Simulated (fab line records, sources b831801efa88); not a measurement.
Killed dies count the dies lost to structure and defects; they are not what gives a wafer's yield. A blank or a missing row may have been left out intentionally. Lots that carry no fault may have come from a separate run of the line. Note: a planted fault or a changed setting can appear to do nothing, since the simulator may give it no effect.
Matching of chambers	flow sky130	4 sister chambers for SKY_LI_CONTACT_ETCH_15 on rie_diel-01
The step etches PSG in C4F8/O2/Ar, stops on Si, target depth 600 nm. 4 wafers are shown with their chamber, then 7 later ones without.

EACH WAFER AND ITS CHAMBER
wafer	chamber	bias_w (W)
L081.1	2	1202
L081.2	1	1198
L081.3	3	1201
L083.4	0	1202

WAFERS MISSING THEIR CHAMBER
wafer	bias_w (W)
L083.6	1198
L085.2	1197
L085.3	1201
L085.4	1200
L089.2	1201
L089.5	1202
L089.6	1204

THE CHAMBER EACH PASSED THROUGH
wafer	from the rows above	in truth
L083.6	1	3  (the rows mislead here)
L085.2	1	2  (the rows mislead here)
L085.3	can't be placed: 3 or 0 or 2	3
L085.4	can't be placed: 3 or 0 or 1 or 2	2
L089.2	can't be placed: 3 or 0 or 2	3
L089.5	can't be placed: 0 or 2 or 3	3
L089.6	can't be placed: 0 or 2 or 3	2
Correct placement for 0 of the 7. Unplaceable from these rows: 5, with the true chamber sitting among the candidates in 5. Number placed wrongly: 2.
How it was worked out, from the rows above alone: a wafer's distance from a chamber is the root of the sum, over the readings, of the square of ((its reading less the chamber's mean) divided by the reading's scatter). If the next closest chamber is less than 2 further off than the closest, the wafer can't be placed; otherwise it belongs to the closest. The mean given for a chamber averages the wafers shown for that chamber. The scatter: root of mean squared gap, hidden wafer to nearest shown wafer, with one shown wafer a chamber.
